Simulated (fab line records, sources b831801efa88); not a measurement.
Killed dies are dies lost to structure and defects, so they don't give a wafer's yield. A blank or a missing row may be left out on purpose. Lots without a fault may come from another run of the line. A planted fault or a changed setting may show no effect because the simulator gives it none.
Which tool did it? | flow sky130 | 11 lots, 33 wafers sampled, at 4 steps of a route of 708

WHAT THE GAUGES READ, wafer by wafer
SKY_SD_N_TW_MEAS_12.
lot  | measured     | on            | SD_N_TW
L326 | day 27 22:11 | film_metro-03 | 3965 3952 3943
L327 | day 28 00:58 | film_metro-04 | 4013 4004 4023
L328 | day 28 14:04 | film_metro-02 | 3938 3933 3942
L333 | day 30 08:37 | film_metro-03 | 3952 3974 3954
L334 | day 30 20:47 | film_metro-02 | 3932 3927 3921
L335 | day 31 07:53 | film_metro-02 | 3968 3954 3972
L336 | day 31 09:20 | film_metro-03 | 3987 3991 3987
L345 | day 35 18:40 | film_metro-02 | 3964 3973 3968
L348 | day 35 18:56 | film_metro-03 | 3988 3975 3955
L346 | day 35 19:26 | film_metro-02 | 3942 3953 3916
L347 | day 36 01:40 | film_metro-04 | 3991 3997 3984

SKY_LI_CONTACT_BOW_MEAS_03.
lot  | measured     | on            | LI_CONTACT_BOW (um)
L326 | day 27 23:20 | film_metro-02 | 57 63 52
L327 | day 28 02:15 | film_metro-02 | 56 53 52
L328 | day 28 15:11 | film_metro-04 | 51 63 55
L333 | day 30 09:46 | film_metro-04 | 59 58 69
L334 | day 30 21:56 | film_metro-03 | 55 43 52
L335 | day 31 09:01 | film_metro-02 | 85 88 78
L336 | day 31 10:28 | film_metro-04 | 74 65 83
L345 | day 35 19:49 | film_metro-02 | 60 65 66
L348 | day 35 20:04 | film_metro-02 | 53 64 62
L346 | day 35 20:34 | film_metro-02 | 65 67 45
L347 | day 36 02:52 | film_metro-04 | 42 52 54

WHICH TOOL RAN EACH LOT (tool, then ch and the chambers of the sampled wafers, then the start)
lot  | SKY_POLY_CUT_STRIP_12                | SKY_LI_CONTACT_CMP_02
L326 | plasma_asher-03 ch 0,1, day 24 04:59 | cmp-01 ch 0,3, day 27 22:59
L327 | plasma_asher-01 ch 0, day 24 08:58   | cmp-01 ch 1,2, day 28 01:59
L328 | plasma_asher-03 ch 0,1, day 24 22:01 | cmp-01 ch 0,2, day 28 14:53
L333 | plasma_asher-04 ch 0,1, day 26 17:29 | cmp-01 ch 0,2,3, day 30 09:28
L334 | plasma_asher-01 ch 0,1, day 27 06:55 | cmp-01 ch 0,2,3, day 30 21:41
L335 | plasma_asher-04 ch 0,1, day 27 18:52 | cmp-02 ch 0,1,2, day 31 08:46
L336 | plasma_asher-01 ch 0,1, day 27 20:58 | cmp-01 ch 1,2,3, day 31 10:16
L345 | plasma_asher-03 ch 0,1, day 32 10:02 | cmp-02 ch 1,2,3, day 35 19:28
L348 | plasma_asher-04 ch 0,1, day 32 10:22 | cmp-01 ch 0,1,2, day 35 19:46
L346 | plasma_asher-04 ch 1, day 32 11:22   | cmp-02 ch 0,2, day 35 20:19
L347 | plasma_asher-04 ch 0,1, day 32 17:58 | cmp-01 ch 0,1,3, day 36 02:35
- SKY_POLY_CUT_STRIP_12: strips in O2/N2.
- SKY_LI_CONTACT_CMP_02: polishes PSG.

WHAT THE TOOLS THEMSELVES READ (means of the sampled wafers that have a number; where no wafer has one, the mark that the record gives instead)
SKY_POLY_CUT_STRIP_12.
lot  | tool            | drypump_motor_current_A (A) | oes_product_au (a.u.) | strip_time_to_endpoint_s (s)
L326 | plasma_asher-03 | 6.2                         | 0.451                 | 5.359
L327 | plasma_asher-01 | 5.8                         | 0.453                 | 5.326
L328 | plasma_asher-03 | 6.3                         | 0.455                 | 5.345
L333 | plasma_asher-04 | 5.7                         | 0.452                 | 5.351
L334 | plasma_asher-01 | 6.3                         | 0.451                 | 5.352
L335 | plasma_asher-04 | 6.1                         | 0.452                 | 5.348
L336 | plasma_asher-01 | 6.0                         | 0.448                 | 5.334
L345 | plasma_asher-03 | 5.9                         | 0.450                 | 5.337
L348 | plasma_asher-04 | 6.1                         | 0.453                 | 5.352
L346 | plasma_asher-04 | 5.3                         | 0.452                 | 5.339
L347 | plasma_asher-04 | 5.8                         | 0.455                 | 5.358

SKY_LI_CONTACT_CMP_02.
lot  | tool   | edge_zone_pressure_frac | head_pressure_psi (psi) | motor_current_A (A) | time_to_endpoint_s (s)
L326 | cmp-01 | 0.999                   | 4.003                   | 12.1                | 37
L327 | cmp-01 | 0.998                   | 4.015                   | 12.3                | 35
L328 | cmp-01 | 0.999                   | 4.000                   | 12.0                | 35
L333 | cmp-01 | 1.001                   | 4.002                   | 12.4                | 39
L334 | cmp-01 | 0.999                   | 4.005                   | 12.4                | 37
L335 | cmp-02 | -                       | -                       | -                   | -
L336 | cmp-01 | -                       | -                       | -                   | -
L345 | cmp-02 | 1.001                   | 4.002                   | 11.9                | 31
L348 | cmp-01 | 0.997                   | 3.992                   | 12.4                | 33
L346 | cmp-02 | 0.995                   | 3.996                   | 12.0                | 32
L347 | cmp-01 | 1.000                   | 4.005                   | 12.3                | 33

THE ANSWER, worked out from the rows above alone
Rule: what is usual is taken from the lots themselves. Put in order of their means at a reading, lots are off if they are a third of the lots or fewer, leave a main group of 4 or more, and stand apart from it by a gap of 3 or more times the standard deviation of the main group's means; of several such gaps the widest counts. A main group whose means are all the same, to the digits that the tables above print for the reading, isn't used. A lot without any number at a reading at which 4 lots or more have one is off too. The other lots that the step has rows for count as sound. The gauges are gone through in route order, then the tools' own readings, and for those a lot's mean is taken as printed above. The first step at which some lot is off is used, and at that step the reading that is off furthest; a lot without a number counts as furthest.
Off: L335, L336, at SKY_LI_CONTACT_CMP_02 (edge_zone_pressure_frac). Without a number there: L335, L336. The main group: mean 0.999, standard deviation 0.0018.
A tool fits if, at that step or a process step before it, it ran every lot that is off, and no sound lot after the first of them. None of those tried fits.

WHAT THE SIMULATOR HAD PUT IN
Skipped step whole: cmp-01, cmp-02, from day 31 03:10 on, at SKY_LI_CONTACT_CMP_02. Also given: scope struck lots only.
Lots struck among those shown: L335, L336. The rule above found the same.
